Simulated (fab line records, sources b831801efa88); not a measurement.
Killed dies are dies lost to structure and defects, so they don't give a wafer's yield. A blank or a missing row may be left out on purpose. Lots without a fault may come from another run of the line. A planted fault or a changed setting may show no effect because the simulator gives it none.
fab line records | flow sky130
record lots=10 wafers=30 last_day=50
route steps=708 shown SD_N@356 LOCAL_INTERCONNECT@387 CONTACT@411
lots that met no fault: from a run of the same line without faults
start_h: hours from the record's first day to the start of the lot's first wafer shown | wait_h: hours since the lot's step before | " the same as in the row above | L1.1+2: a row that stands for several wafers | - no value, or no start given | * or withheld: withheld | < > ~ a bound
route shown NAME@n: a module of which the file shows steps, and the number in the route of the first | usual: mean/standard deviation of fault-free wafers | same: alike in all rows | chamber/n: place in a boat | sites: the reading at each site | _std_site: their standard deviation | _edge_site: outer sites' mean less inner sites' | radius_mm: how far each site lies from the wafer's centre | mask NAME#n: copy n | behind: the tool/chamber that last shaped the wafer | hold: why the lot was held/for how many hours/how that ended | device: the transistor (n, p or np) that didn't switch | end of line: the same wafers' tests at the end of the route | a step without rows: its recipe alone | killed: dies lost to structure and defects at the first sort, not the wafer's yield | map: a wafer's dies, x killed, . not, _ none there
set.NAME: the setting as run; set.NAME@STEP: as run at that earlier step | model.NAME: the simulator's own value behind a step, which no gauge read
steps of the route over a sample of lots; a table a step, a row a wafer
services: from which hour (start_h, from the record's first day; less than 0 if before it) a tool's chamber was out of use, for how many hours, and why
## steps
# step SKY_SD_N_RTA_14
# recipe temp_c=1075 time_s=2 idle_temp_c=650 ramp_up_c_per_s=150 ramp_down_c_per_s=90 ambient=N2
# usual lamp_power_pct=15.73/0.049 wafer_temp_C_max=1078.0/1.3
# columns lot.wafer tool chamber start_h wait_h lamp_power_pct wafer_temp_C_max
L731.2 rtp_anneal-01 0 644.28 0.0 15.70 1078.0
L731.4 " 0 " " 15.69 1076.4
L731.6 " 0 " " 15.73 1078.6
L732.1 rtp_anneal-02 0 655.30 0.0 15.71 1078.3
L732.2 " 0 " " 15.66 1079.2
L732.5 " 0 " " 15.71 1077.6
L737.3 rtp_anneal-01 0 704.99 0.0 15.75 1077.8
L737.4 " 0 " " 15.69 1078.8
L737.5 " 0 " " 15.75 1076.9
L738.3 rtp_anneal-01 0 710.17 0.0 15.60 1077.9
L738.5 " 0 " " 15.63 1078.3
L738.6 " 0 " " 15.70 1076.8
L741.1 rtp_anneal-01 0 755.93 0.0 15.74 1079.4
L741.2 " 0 " " 15.73 1076.8
L741.5 " 0 " " 15.76 1078.4
L740.1 rtp_anneal-02 0 757.22 0.0 15.65 1075.8
L740.4 " 0 " " 15.72 1079.0
L740.5 " 0 " " 15.69 1077.8
L749.2 rtp_anneal-01 0 788.76 0.0 15.72 1079.0
L749.3 " 0 " " 15.75 1077.5
L749.5 " 0 " " 15.69 1077.3
L748.1 rtp_anneal-02 0 790.27 0.0 15.71 1077.1
L748.5 " 0 " " 15.72 1076.9
L748.6 " 0 " " 15.77 1077.4
L751.2 rtp_anneal-02 0 804.47 0.0 15.70 1079.9
L751.4 " 0 " " 15.65 1076.7
L751.6 " 0 " " 15.72 1077.5
L754.1 rtp_anneal-01 0 843.63 0.0 15.73 1078.1
L754.3 " 0 " " 15.69 1081.7
L754.4 " 0 " " 15.67 1077.3
# step SKY_LOCAL_INTERCONNECT_SPUTTER_00
# recipe material=TiN target_thk_nm=100 temp_c=300 power_w=6500 time_s=83.3 chamber_pressure_pa=0.4
# usual cathode_dc_power_W=6499.7/1.3 substrate_temp_c=300.01/0.18 susceptor_temp_C=300.02/0.16 throttle_valve_pct=30.2/1
# columns lot.wafer tool chamber start_h wait_h cathode_dc_power_W substrate_temp_c susceptor_temp_C throttle_valve_pct
L731.2 pvd_sputter-03 - 675.26 0.1 6496.8 299.60 299.91 30.5
L731.4 " - " " 6498.9 299.97 299.91 30.3
L731.6 " - " " 6497.3 299.99 300.12 31.2
L732.1 pvd_sputter-04 - 686.49 0.2 6499.5 300.10 300.20 30.1
L732.2 " - " " 6500.0 299.85 300.06 28.8
L732.5 " - " " 6499.6 299.89 299.72 29.9
L737.3 pvd_sputter-04 - 735.16 0.2 6500.0 299.84 300.07 30.5
L737.4 " - " " 6498.8 300.09 299.77 29.1
L737.5 " - " " 6499.8 300.28 300.30 30.3
L738.3 pvd_sputter-03 - 739.54 0.1 6499.9 299.90 300.18 30.4
L738.5 " - " " 6500.8 300.24 299.96 29.9
L738.6 " - " " 6499.8 299.90 300.20 30.7
L741.1 pvd_sputter-04 - 784.98 0.2 6499.7 300.08 300.26 30.3
L741.2 " - " " 6502.5 299.98 299.93 30.4
L741.5 " - " " 6499.7 300.26 300.02 29.9
L740.1 pvd_sputter-03 - 786.73 0.2 6501.6 300.11 300.14 30.8
L740.4 " - " " 6499.2 299.87 300.25 30.6
L740.5 " - " " 6502.1 300.00 299.93 31.6
L749.2 pvd_sputter-04 - 817.99 0.1 6499.6 300.01 299.82 29.6
L749.3 " - " " 6499.4 300.04 299.73 30.2
L749.5 " - " " 6499.9 299.83 300.09 30.1
L748.1 pvd_sputter-03 - 819.38 0.2 6769.6 300.26 300.15 29.4
L748.5 " - " " 6771.1 300.25 299.99 29.3
L748.6 " - " " 6498.8 299.86 299.91 31.3
L751.2 pvd_sputter-03 - 832.90 0.2 6499.4 300.14 299.94 30.6
L751.4 " - " " 6769.7 299.66 300.24 29.4
L751.6 " - " " 6769.2 299.98 299.92 29.3
L754.1 pvd_sputter-04 - 871.69 0.2 6496.8 300.04 300.23 28.9
L754.3 " - " " 6499.3 299.95 300.11 30.3
L754.4 " - " " 6499.0 300.04 300.21 30.3
# step SKY_LOCAL_INTERCONNECT_RS_MEAS_01
# recipe thk_meas_gauge=four-point-probe reads=TiN_of_LOCAL_INTERCONNECT_SPUTTER_00
# usual LOCAL_INTERCONNECT_TIN_RS=14.15/0.15
# columns lot.wafer tool chamber start_h wait_h hold LOCAL_INTERCONNECT_TIN_RS[ohm/sq]
L731.2 film_metro-01 - 675.34 0.1 - 14.28
L731.4 " - " " - 14.34
L731.6 " - " " - 14.19
L732.1 film_metro-01 - 686.56 0.0 - 14.28
L732.2 " - " " - 14.33
L732.5 " - " " - 14.22
L737.3 film_metro-04 - 735.27 0.1 - 14.00
L737.4 " - " " - 13.99
L737.5 " - " " - 13.92
L738.3 film_metro-03 - 739.64 0.1 - 14.23
L738.5 " - " " - 14.27
L738.6 " - " " - 14.26
L741.1 film_metro-04 - 785.04 0.0 - 14.29
L741.2 " - " " - 14.17
L741.5 " - " " - 14.14
L740.1 film_metro-04 - 786.79 0.0 - 14.32
L740.4 " - " " - 14.34
L740.5 " - " " - 14.30
L749.2 film_metro-04 - 818.07 0.1 - 14.15
L749.3 " - " " - 14.34
L749.5 " - " " - 14.16
L748.1 film_metro-03 - 819.44 0.0 await_dispo/0.2h/release 13.49
L748.5 " - " " await_dispo/0.2h/release 13.48
L748.6 " - " " await_dispo/0.2h/release 14.07
L748.1 film_metro-03 - 819.80 0.3 - 13.48
L748.5 " - " " - 13.44
L748.6 " - " " - 14.07
L751.2 film_metro-01 - 832.98 0.1 await_dispo/0.2h/release 14.08
L751.4 " - " " await_dispo/0.2h/release 13.56
L751.6 " - " " await_dispo/0.2h/release 13.49
L751.2 film_metro-01 - 833.27 0.3 - 14.10
L751.4 " - " " - 13.58
L751.6 " - " " - 13.49
L754.1 film_metro-01 - 871.75 0.0 - 14.15
L754.3 " - " " - 14.37
L754.4 " - " " - 14.21
# step SKY_LOCAL_INTERCONNECT_THK_MEAS_02
# recipe thk_meas_gauge=xrf reads=TiN_of_LOCAL_INTERCONNECT_SPUTTER_00
# usual LOCAL_INTERCONNECT_TIN_THK=99.7/1.1
# columns lot.wafer tool chamber start_h wait_h hold LOCAL_INTERCONNECT_TIN_THK[nm]
L731.2 film_metro-01 - 675.45 0.1 - 99.1
L731.4 " - " " - 98.6
L731.6 " - " " - 99.9
L732.1 film_metro-01 - 686.68 0.1 - 99.4
L732.2 " - " " - 98.9
L732.5 " - " " - 99.7
L737.3 film_metro-04 - 735.37 0.1 - 99.8
L737.4 " - " " - 99.5
L737.5 " - " " - 100.2
L738.3 film_metro-03 - 739.74 0.1 - 98.6
L738.5 " - " " - 98.6
L738.6 " - " " - 98.9
L741.1 film_metro-04 - 785.16 0.1 - 97.9
L741.2 " - " " - 98.2
L741.5 " - " " - 99.2
L740.1 film_metro-04 - 786.91 0.1 - 97.5
L740.4 " - " " - 97.8
L740.5 " - " " - 98.3
L749.2 film_metro-04 - 818.18 0.1 - 98.8
L749.3 " - " " - 98.1
L749.5 " - " " - 98.6
L748.1 film_metro-03 - 823.41 3.6 await_dispo/0.2h/release 104.8
L748.5 " - " " await_dispo/0.2h/release 105.0
L748.6 " - " " await_dispo/0.2h/release 100.4
L748.1 film_metro-03 - 823.67 0.3 - 105.1
L748.5 " - " " - 105.1
L748.6 " - " " - 100.8
L751.2 film_metro-01 - 838.28 5.0 await_dispo/0.2h/release 100.5
L751.4 " - " " await_dispo/0.2h/release 103.9
L751.6 " - " " await_dispo/0.2h/release 104.9
L751.2 film_metro-01 - 838.53 0.2 - 100.7
L751.4 " - " " - 104.8
L751.6 " - " " - 105.2
L754.1 film_metro-01 - 871.87 0.1 - 100.5
L754.3 " - " " - 98.9
L754.4 " - " " - 100.1
# step SKY_LOCAL_INTERCONNECT_METAL_ETCH_14
# recipe target_depth_nm=110 stop_on=PSG chemistry=Cl2/BCl3 target=TiN resist_sidewall_deg=88 pressure_mtorr=10 icp_w=900 bias_w=48.5 Cl2_flow_sccm=60 bcl3_flow_sccm=30 time_s=31.4
# usual drypump_motor_current_A=6.0/0.49 oes_product_au=0.941/0.0075 throttle_valve_pct=21.902/0.0098
# columns lot.wafer tool chamber start_h wait_h drypump_motor_current_A oes_product_au rf_hours_counter_h throttle_valve_pct
L731.2 rie_metal-01 1 703.59 0.0 6.4 0.938 4.5 21.896
L731.4 " 0 " " 6.2 0.933 - 21.917
L731.6 " 1 " " 6.4 0.953 - 21.908
L732.1 rie_metal-01 0 714.17 0.0 6.3 0.932 8.2 21.893
L732.2 " 1 " " 6.4 0.926 4.6 21.916
L732.5 " 1 " " 6.4 0.943 - 21.914
L737.3 rie_metal-01 1 761.80 0.0 6.4 0.943 - 21.903
L737.4 " 0 " " 6.2 0.947 - 21.900
L737.5 " 1 " " 6.4 0.947 - 21.903
L738.3 rie_metal-04 0 767.32 0.1 5.7 0.933 - 21.905
L738.5 " 0 " " 5.7 0.942 - 21.913
L738.6 " 0 " " 5.7 0.926 - 21.894
L741.1 rie_metal-01 1 812.32 0.0 6.4 0.932 7.9 21.907
L741.2 " 0 " " 6.3 0.942 11.5 21.900
L741.5 " 0 " " 6.2 0.949 - 21.905
L740.1 rie_metal-01 0 813.85 0.0 6.2 0.936 11.6 21.915
L740.4 " 1 " " 6.4 0.928 - 21.906
L740.5 " 0 " " 6.2 0.934 - 21.896
L749.2 rie_metal-03 1 844.74 0.0 5.3 0.947 11.6 21.892
L749.3 " 1 " " 5.4 0.929 - 21.918
L749.5 " 0 " " 6.5 0.933 - 21.902
L748.1 rie_metal-04 0 845.12 0.0 5.7 0.973 10.2 21.878
L748.5 " 0 " " 5.7 0.968 - 21.882
L748.6 " 1 " " 5.1 0.949 - 21.908
L751.2 rie_metal-04 1 858.95 0.0 5.1 0.945 3.9 21.901
L751.4 " 0 " " 5.7 0.970 - 21.889
L751.6 " 0 " " 5.7 0.969 - 21.886
L754.1 rie_metal-03 1 897.88 0.0 5.3 0.945 13.6 21.912
L754.3 " 1 " " 5.4 0.937 - 21.907
L754.4 " 0 " " 6.5 0.947 - 21.907
# step SKY_CONTACT_BOW_MEAS_05
# recipe mode=bow
# usual CONTACT_BOW=82/6.8
# columns lot.wafer tool chamber start_h wait_h CONTACT_BOW[um]
L731.2 film_metro-02 - 704.78 0.2 84
L731.4 " - " " 92
L731.6 " - " " 87
L732.1 film_metro-03 - 715.41 0.2 92
L732.2 " - " " 88
L732.5 " - " " 88
L737.3 film_metro-02 - 763.18 0.2 84
L737.4 " - " " 84
L737.5 " - " " 80
L738.3 film_metro-02 - 768.55 0.3 91
L738.5 " - " " 93
L738.6 " - " " 75
L741.1 film_metro-04 - 813.51 0.1 88
L741.2 " - " " 75
L741.5 " - " " 88
L740.1 film_metro-03 - 815.06 0.2 94
L740.4 " - " " 95
L740.5 " - " " 71
L749.2 film_metro-04 - 845.97 0.2 74
L749.3 " - " " 85
L749.5 " - " " 75
L748.1 film_metro-02 - 846.39 0.2 92
L748.5 " - " " 89
L748.6 " - " " 76
L751.2 film_metro-03 - 860.18 0.2 77
L751.4 " - " " 84
L751.6 " - " " 85
L754.1 film_metro-03 - 899.05 0.2 81
L754.3 " - " " 78
L754.4 " - " " 82
# step SKY_CONTACT_CMP_27
# recipe stop_on=SiO2 t_overpolish_s=15 down_force_psi=3.5 platen_rpm=60 target_thk_nm=0 pad_velocity_m_s=0.94248
# usual motor_current_A=11.0/0.94 overpolish_run_s=15.001/0.0094 time_to_endpoint_s=84.3/2.9
# columns lot.wafer tool chamber start_h wait_h motor_current_A overpolish_run_s time_to_endpoint_s
L731.4 cmp-02 3 733.84 0.1 11.9 14.986 86.8
L731.2 " 0 " " 13.0 14.988 80.6
L731.6 " 2 " " 9.9 15.017 85.1
L732.2 cmp-02 2 744.01 0.0 10.3 14.995 82.9
L732.1 " 0 " " 12.1 14.985 79.6
L732.5 " 2 " " 10.2 14.996 81.3
L737.3 cmp-02 3 792.01 0.0 12.2 15.014 87.3
L737.4 " 2 " " 10.6 15.010 81.8
L737.5 " 3 " " 11.8 15.016 83.8
L738.3 cmp-02 2 797.08 0.1 9.9 14.999 83.4
L738.6 " 1 " " 9.8 14.991 86.8
L738.5 " 2 " " 10.6 14.994 86.2
L741.2 cmp-02 1 841.04 0.0 9.5 15.014 83.9
L741.1 " 3 " " 12.3 14.988 85.5
L741.5 " 2 " " 10.4 14.992 80.9
L740.4 cmp-01 1 842.04 0.1 12.1 15.011 84.6
L740.1 " 3 " " 10.8 14.999 85.1
L740.5 " 1 " " 11.7 14.999 82.4
L749.3 cmp-02 0 873.92 0.0 12.4 14.991 84.1
L749.2 " 2 " " 10.1 14.994 87.2
L749.5 " 1 " " 9.3 15.004 87.7
L748.1 cmp-01 2 874.19 0.1 11.5 14.995 80.1
L748.5 " 2 " " 10.7 15.007 83.7
L748.6 " 3 " " 10.6 14.999 87.2
L751.4 cmp-01 2 886.99 0.0 11.1 15.001 84.3
L751.2 " 1 " " 12.1 15.018 86.6
L751.6 " 2 " " 10.9 14.995 83.1
L754.3 cmp-01 3 925.89 0.1 10.0 14.991 88.2
L754.4 " 0 " " 10.2 15.016 89.5
L754.1 " 1 " " 11.4 15.006 86.1
## services
# columns tool chamber start_h hours kind
cmp-02 - 625.26 8.2 repair
cmp-02 - 631.19 0.4 repair
cmp-01 - 639.64 4.6 pm
cmp-01 - 670.00 0.5 repair
pvd_sputter-03 - 689.98 3.4 repair
rtp_anneal-02 - 708.07 2.7 pm
rie_metal-03 - 741.77 2.8 pm
cmp-01 - 744.00 4.0 pm
cmp-02 - 757.73 29.8 repair
cmp-02 - 758.33 2.1 repair
cmp-02 - 761.70 1.3 repair
pvd_sputter-03 - 763.15 3.3 repair
cmp-01 - 787.75 11.1 pm
rie_metal-04 1 788.64 4.6 repair
rie_metal-01 0 792.72 1.0 repair
pvd_sputter-04 - 792.95 4.2 repair
cmp-02 - 798.86 5.2 pm
rie_metal-01 1 818.78 4.2 repair
cmp-02 - 868.03 1.3 repair
cmp-01 - 869.91 0.9 repair
pvd_sputter-03 - 884.55 2.8 repair
cmp-02 - 912.00 4.0 pm
cmp-02 - 919.46 5.2 repair
pvd_sputter-03 - 920.64 3.4 repair
## key
first_sign step=SKY_LOCAL_INTERCONNECT_SPUTTER_00 reading=cathode_dc_power_W direction=up sigmas=99+ usual=6499.7 struck=6769.9
effect step=SKY_LOCAL_INTERCONNECT_RS_MEAS_01 reading=visit direction=added
effect step=SKY_LOCAL_INTERCONNECT_THK_MEAS_02 reading=visit direction=added
effect step=SKY_LOCAL_INTERCONNECT_METAL_ETCH_14 reading=oes_product_au direction=up sigmas=3.9 usual=0.941 struck=0.970
met_at SKY_LOCAL_INTERCONNECT_SPUTTER_00
struck_lots L748,L751
struck_wafers L748.1,L748.5,L751.4,L751.6
tester_left_out L748,L751
not_acting_at SKY_SD_N_RTA_14,SKY_CONTACT_BOW_MEAS_05,SKY_CONTACT_CMP_27
fault kind=process_parameter_drift tool=pvd_sputter-03 chamber=- onset_h=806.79 steps=SKY_LOCAL_INTERCONNECT_SPUTTER_00 channel=power_w offset=* shape=step end_h=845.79 acts_in=* stated=* scope=struck_wafers_only
# tester_left_out: of these lots the tester's yield and bins aren't shown, on N5 and GAA mostly nor the transistor test; their killed dies are dies lost to structure and defects alone, not to doping, threshold or leakage, so they don't give the yield
